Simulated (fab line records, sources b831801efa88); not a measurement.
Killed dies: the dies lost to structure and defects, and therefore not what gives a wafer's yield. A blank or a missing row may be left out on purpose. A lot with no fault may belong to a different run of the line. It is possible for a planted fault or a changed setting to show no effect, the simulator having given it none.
A struck lot beside a sound one | flow sfq line | 42 steps out of a route of 325
Sound: wafers L795.4, L795.5, L795.6. Struck: wafers L792.1, L792.3, L792.4. The cause is given at the end.
For every step that has rows: the tool of each side, followed by ch and its chambers, followed by its first start. Under that, the readings that differ: sound wafers | struck wafers | difference of the means | sigmas: that difference in standard deviations of wafers without a fault.
alike: readings whose means differ by less than 2 such deviations, and words and numbers that are the same on both sides. not compared: withheld readings, readings that some wafer has no value for, bounds like >300 that may hide the same value, and numbers for which the record gives no deviation and whose values overlap.
The two part at a step that has a row with sigmas, a row that says differs or no value, or rows on one side only. Numbers that don't overlap but have no deviation are shown without sigmas and don't part them. A reading that every wafer of one side lacks parts them only if that side has two wafers or more.

SFQ_TRILAYER_I3_CMP_CMP_082: polishes SiO2.
  sound on cmp-01 ch 0,1,3, day 49 10:01; struck on cmp-02 ch 0,2,3, day 48 23:03
  alike: motor current A, time to endpoint s
SFQ_I3_BOW_MEAS_922:
  sound on film metro-01, day 49 11:34; struck on film metro-03, day 49 02:03
  alike: I3_BOW
then, 7 steps without rows for these wafers: SFQ_TRILAYER_I3_METRO_MEASURE_083; SFQ_TRILAYER_I3_VIA_LITHO_COAT_090 (resist thk 62 nm); SFQ_TRILAYER_I3_VIA_LITHO_COAT_085 (resist thk 650 nm); SFQ_TRILAYER_I3_VIA_LITHO_SOFTBAKE_089; SFQ_TRILAYER_I3_VIA_LITHO_EXPOSE_086 (exposes mask I3, target cd 500 nm); SFQ_TRILAYER_I3_VIA_LITHO_PEB_088 (peb time 60 s); SFQ_TRILAYER_I3_VIA_LITHO_DEVELOP_087 (time 60 s).
-- the record jumps here: 5 days lie between the struck wafers' starts before and after --
SFQ_I3_OVL_MEAS_923:
  sound on overlay-01, day 54 11:40; struck on overlay-01, day 54 00:51
  alike: I3_OVL
then, 1 step without rows for these wafers: SFQ_TRILAYER_I3_VIA_BARC_OPEN_VIA_ETCH_121 (etches BARC in O2, target depth 125 nm, time 41.7 s).
SFQ_TRILAYER_I3_VIA_ETCH_VIA_ETCH_088: etches SiO2 in CHF3, stops on Nb, target depth 260 nm.
  sound on rie diel-04 ch 0,1, day 54 11:43; struck on rie diel-04 ch 0,2,3, day 54 00:55
  alike: drypump motor current A, oes product au
SFQ_TRILAYER_I3_VIA_STRIP_STRIP_089: strips in O2.
  sound on rie metal-02 ch 0,1, day 54 12:02; struck on rie metal-02 ch 0,1, day 54 01:02
  no value came back on the struck wafers for chamber pressure mTorr (mTorr), drypump motor current A (A), oes product au (a.u.); on the sound wafers chamber pressure mTorr (mTorr) reads 49.96 49.96 50.06
  reading                                                  | sound | struck          | difference | sigmas
  model.KrF_of_TRILAYER_I3_VIA_LITHO_COAT_085.thk nm (nm)  | 0 0 0 | 528 526.6 527.8 | +527       |
  model.BARC_of_TRILAYER_I3_VIA_LITHO_COAT_090.thk nm (nm) | 0 0 0 | 61.8 61.8 61.56 | +61.7      |
  not compared: rf hours counter h
then, 3 steps without rows for these wafers: SFQ_TRILAYER_I3_VIA_STRIP_SOLV_CLEAN_090 (cleans in NMP, time 600 s); SFQ_TRILAYER_M4_DEP_PRE_CLEAN_092 (time 22.5 s); SFQ_TRILAYER_M4_DEP_SPUTTER_091 (material Nb, target thk 200 nm, time 133.3 s).
SFQ_M4_RS_MEAS_924: uses a four-point probe to measure.
  sound on film metro-01, day 54 12:49; struck on film metro-03, day 54 01:57
  alike: M4_NB_RS
then, 6 steps without rows for these wafers: SFQ_TRILAYER_M4_LITHO_COAT_098 (resist thk 62 nm); SFQ_TRILAYER_M4_LITHO_COAT_093 (resist thk 600 nm); SFQ_TRILAYER_M4_LITHO_SOFTBAKE_097; SFQ_TRILAYER_M4_LITHO_EXPOSE_094 (exposes mask M4, target cd 500 nm); SFQ_TRILAYER_M4_LITHO_PEB_096 (peb time 60 s); SFQ_TRILAYER_M4_LITHO_DEVELOP_095 (time 60 s).
-- the record jumps here: 5 days lie between the struck wafers' starts before and after --
SFQ_M4_OVL_MEAS_926:
  sound on overlay-01, day 59 17:43; struck on overlay-02, day 59 08:05
  alike: M4_OVL
SFQ_TRILAYER_M4_BARC_OPEN_METAL_ETCH_123: etches BARC in O2, target depth 125 nm, time 41.7 s.
  sound on rie metal-02 ch 0,1, day 59 17:45; struck on rie metal-03 ch 0,1, day 59 08:08
  reading               | sound             | struck            | difference | sigmas
  oes product au (a.u.) | 0.689 0.691 0.696 | 0.682 0.683 0.682 | -0.010     | -2
  alike: drypump motor current A
  not compared: rf hours counter h
then, 5 steps without rows for these wafers: SFQ_TRILAYER_M4_ETCH_METAL_ETCH_096 (etches Nb in Cl2/Ar, stops on SiO2, target depth 240 nm, time 120 s); SFQ_TRILAYER_M4_STRIP_STRIP_097 (strips in O2); SFQ_TRILAYER_M4_STRIP_SOLV_CLEAN_098 (cleans in NMP, time 600 s); SFQ_TRILAYER_I4_DEP_PECVD_099 (deposits SiO2 from SiH4/N2O, time 111.11 s, target thk 500 nm); SFQ_TRILAYER_I4_CMP_CMP_100 (polishes SiO2).
SFQ_I4_BOW_MEAS_927:
  sound on film metro-02, day 60 07:26; struck on film metro-04, day 59 15:41
  alike: I4_BOW
SFQ_TRILAYER_I4_METRO_MEASURE_101:
  sound on film metro-02, day 60 08:05; struck on film metro-04, day 59 15:49
  alike: thk nm
then, 6 steps without rows for these wafers: SFQ_TRILAYER_I4_VIA_LITHO_COAT_108 (resist thk 62 nm); SFQ_TRILAYER_I4_VIA_LITHO_COAT_103 (resist thk 650 nm); SFQ_TRILAYER_I4_VIA_LITHO_SOFTBAKE_107; SFQ_TRILAYER_I4_VIA_LITHO_EXPOSE_104 (exposes mask I4, target cd 700 nm); SFQ_TRILAYER_I4_VIA_LITHO_PEB_106 (peb time 60 s); SFQ_TRILAYER_I4_VIA_LITHO_DEVELOP_105 (time 60 s).
-- the record jumps here: 4 days lie between the struck wafers' starts before and after --
SFQ_I4_OVL_MEAS_928:
  sound on overlay-01, day 64 16:53; struck on overlay-02, day 64 03:40
  alike: I4_OVL
then, 1 step without rows for these wafers: SFQ_TRILAYER_I4_VIA_BARC_OPEN_VIA_ETCH_146 (etches BARC in O2, target depth 125 nm, time 41.7 s).
SFQ_TRILAYER_I4_VIA_ETCH_VIA_ETCH_106: etches SiO2 in CHF3, stops on Nb, target depth 260 nm.
  sound on rie diel-01 ch 1,2,3, day 64 16:56; struck on rie diel-04 ch 1,2,3, day 64 03:44
  alike: drypump motor current A, oes product au
-- the record jumps here: 19 days lie between the struck wafers' starts before and after --
SFQ_M8_BOW_MEAS_951:
  sound on film metro-02, day 90 13:27; struck on film metro-04, day 83 02:53
  reading                 | sound                | struck            | difference | sigmas
  model.etest.m4.ohm sq   | 0.8725 0.8885 0.8851 | 1e+06 1e+06 1e+06 | +1e+06     |
  model.etest.m4.ohm um   | 1.741 1.771 1.776    | 1e+06 1e+06 1e+06 | +1e+06     |
  model.etest.i3.link ohm | 1.94 1.965 1.958     | 1e+06 1e+06 1e+06 | +1e+06     |
  model.etest.i4.link ohm | 2.163 2.164 2.169    | 1e+06 1e+06 1e+06 | +1e+06     |
  alike: M8_BOW

== WHERE THEY PART ==
First at SFQ_TRILAYER_I3_VIA_STRIP_STRIP_089; last, within this record, at SFQ_TRILAYER_M4_BARC_OPEN_METAL_ETCH_123. Later steps at which nothing parts them and some readings are alike: SFQ_I4_BOW_MEAS_927, SFQ_TRILAYER_I4_METRO_MEASURE_101, SFQ_I4_OVL_MEAS_928, SFQ_TRILAYER_I4_VIA_ETCH_VIA_ETCH_106, SFQ_M8_BOW_MEAS_951.

WHY: what the simulator had put in
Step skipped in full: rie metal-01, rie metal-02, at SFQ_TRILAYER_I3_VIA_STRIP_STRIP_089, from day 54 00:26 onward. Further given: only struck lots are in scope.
